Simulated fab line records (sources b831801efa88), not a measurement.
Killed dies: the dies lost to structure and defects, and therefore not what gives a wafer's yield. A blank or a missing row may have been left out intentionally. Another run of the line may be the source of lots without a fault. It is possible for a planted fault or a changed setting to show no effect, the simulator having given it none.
Which tool was responsible?    flow gf180mcu    Sampling: 6 lots, 18 wafers, 3 of 602 route steps

## WHAT THE GAUGES READ, wafer by wafer
GF_V1_OVL_MEAS_15.
lot   measured      on          V1_OVL (nm)
L204  day 18 07:45  overlay-01  -4 -7 -8
L206  day 19 06:16  overlay-01  0 -4 3
L208  day 20 01:53  overlay-01  2 10 12
L210  day 21 06:05  overlay-02  2 5 0
L216  day 23 00:58  overlay-02  10 6 6
L225  day 26 00:22  overlay-02  -2 -4 -2

## TOOL THAT RAN EACH LOT (tool first, then ch and the chambers of the sampled wafers, then the start)
lot   GF_STI_WET_ETCH_27              GF_CONTACT_SPUTTER_23
L204  wet-bench-01 ch 2, day 2 09:23  pvd-sputter-02, day 16 08:32
L206  wet-bench-04 ch 0, day 2 20:16  pvd-sputter-02, day 17 04:01
L208  wet-bench-03 ch 3, day 3 09:01  pvd-sputter-01, day 17 23:37
L210  wet-bench-01 ch 3, day 3 19:26  pvd-sputter-01, day 18 20:17
L216  wet-bench-01 ch 2, day 4 23:15  pvd-sputter-01, day 21 00:01
L225  wet-bench-03 ch 0, day 7 01:02  pvd-sputter-01, day 24 03:02
- GF_STI_WET_ETCH_27: etches Si3N4 in H3PO4, target depth 160 nm, time 1825 s.
- GF_CONTACT_SPUTTER_23: material TiN, target thk 10 nm, time 40 s.

## THE ANSWER, worked out from the rows above alone
Rule: what is usual is taken from the lots themselves. Put in order of their means at a reading, lots are off if they are a third of the lots or fewer, leave a main group of 4 or more, and stand apart from it by a gap of 3 or more times the standard deviation of the main group's means; of several such gaps the widest counts. The tables above print the reading to a certain number of digits; a main group whose means all agree to those digits is not used. A lot without any number at a reading at which 4 lots or more have one is off too. All remaining lots with rows at the step are treated as sound.
None of the lots is off at any reading shown; this tells nothing.

## WHAT HAD BEEN PUT IN BY THE SIMULATOR
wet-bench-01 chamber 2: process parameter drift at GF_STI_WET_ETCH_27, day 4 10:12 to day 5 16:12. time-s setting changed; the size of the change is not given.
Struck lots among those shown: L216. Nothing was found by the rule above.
